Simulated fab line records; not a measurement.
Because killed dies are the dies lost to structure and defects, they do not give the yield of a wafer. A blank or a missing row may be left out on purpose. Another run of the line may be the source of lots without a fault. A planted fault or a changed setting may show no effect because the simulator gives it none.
One fault through the eyes of 2 desks -- flow gf180mcu -- numbers are kept per desk, each desk with only its own; the story behind them comes last

## AT THE TOOL OWNER'S DESK: rie-metal-04
The tool's own readings at GF_M4_METAL_ETCH_16 (etches the open film in Cl2/BCl3, stops on SiO2, target depth 750.8 nm, time 125.1 s): means of the sampled wafers that have a number, for each lot that ran on this tool. A lot is out of limits, marked OUT, if its mean lies more than 4 standard deviations from the usual mean; the brackets give that distance.
Columns: A = bcl3-flow-sccm at GF_M4_METAL_ETCH_16, usual 40.00 sccm; B = chamber-pressure-mTorr at GF_M4_METAL_ETCH_16, usual 8.000 mTorr; C = drypump-motor-current-A at GF_M4_METAL_ETCH_16, usual 5.71 A; D = oes-product-au at GF_M4_METAL_ETCH_16, usual 0.989 a.u.; E = throttle-valve-pct at GF_M4_METAL_ETCH_16, usual 28.231 %
lot,first seen here,A,B,C,D,E
L548,day 23 13:14,39.90,7.996,5.75,0.989,28.234
L554,day 25 20:25,40.00,8.001,5.79,0.860 (-23) OUT,28.371 (+13) OUT
L557,day 27 01:02,40.09,8.000,5.76,0.861 (-22) OUT,28.378 (+13) OUT
L565,day 29 14:08,40.03,8.003,5.79,0.983,28.235
This desk finds L554, L557 out of limits, L554 being first, at day 25 20:25 (oes-product-au at GF_M4_METAL_ETCH_16). In limits: L548, L565.

## METROLOGY DESK
What the gauges read, lot by lot, whatever tool the lot ran on: means of the sampled wafers that have a number. A lot is out of limits, marked OUT, if its mean lies more than 4 standard deviations from the usual mean; the brackets give that distance.
Columns: A = M3_ALCU_RS at GF_M3_RS_MEAS_05, usual 0.0693 ohm/sq; B = cd-nm at GF_M3_CD_MEAS_14, usual 280.1 nm; C = V3_BOW at GF_V3_BOW_MEAS_05, usual 117 um
lot,first seen here,A,B,C
L547,day 20 04:26,0.0691,279.9,117
L548,day 20 12:20,0.0690,279.1,118
L549,day 20 22:37,0.0695,281.5,120
L550,day 21 06:28,0.0690,280.7,112
L554,day 22 23:00,0.0706,279.7,118
L557,day 24 06:11,0.0695,280.8,113
L561,day 25 14:45,0.0700,280.4,124
L563,day 26 08:58,0.0692,280.8,110
L564,day 26 18:30,0.0687,279.5,122
L565,day 27 00:12,0.0696,280.9,126
L566,day 27 06:27,0.0691,278.8,123
L567,day 27 19:37,0.0685,278.8,120
L569,day 27 23:10,0.0699,282.6,116
L570,day 28 03:50,0.0697,279.7,121
Result from this desk: across the 14 lots, nothing is out of limits.

## PUT TOGETHER
The tool owner's desk had the chance to raise an alarm at day 25 20:25 on L554, L557.
Metrology desk: nothing out of limits seen.
The metrology desk has L554, L557 on record, within its limits.
GF_M4_METAL_ETCH_16 was run on rie-metal-04 by each of the lots named.

## WHAT THE SIMULATOR PUT IN
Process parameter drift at GF_M4_METAL_ETCH_16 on rie-metal-04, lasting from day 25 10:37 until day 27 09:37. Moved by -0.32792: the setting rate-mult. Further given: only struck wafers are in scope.
Struck lots among those shown: L554, L557.
Time in hours from fault onset to the first out-of-limits reading at each desk: the tool owner's desk, 10.
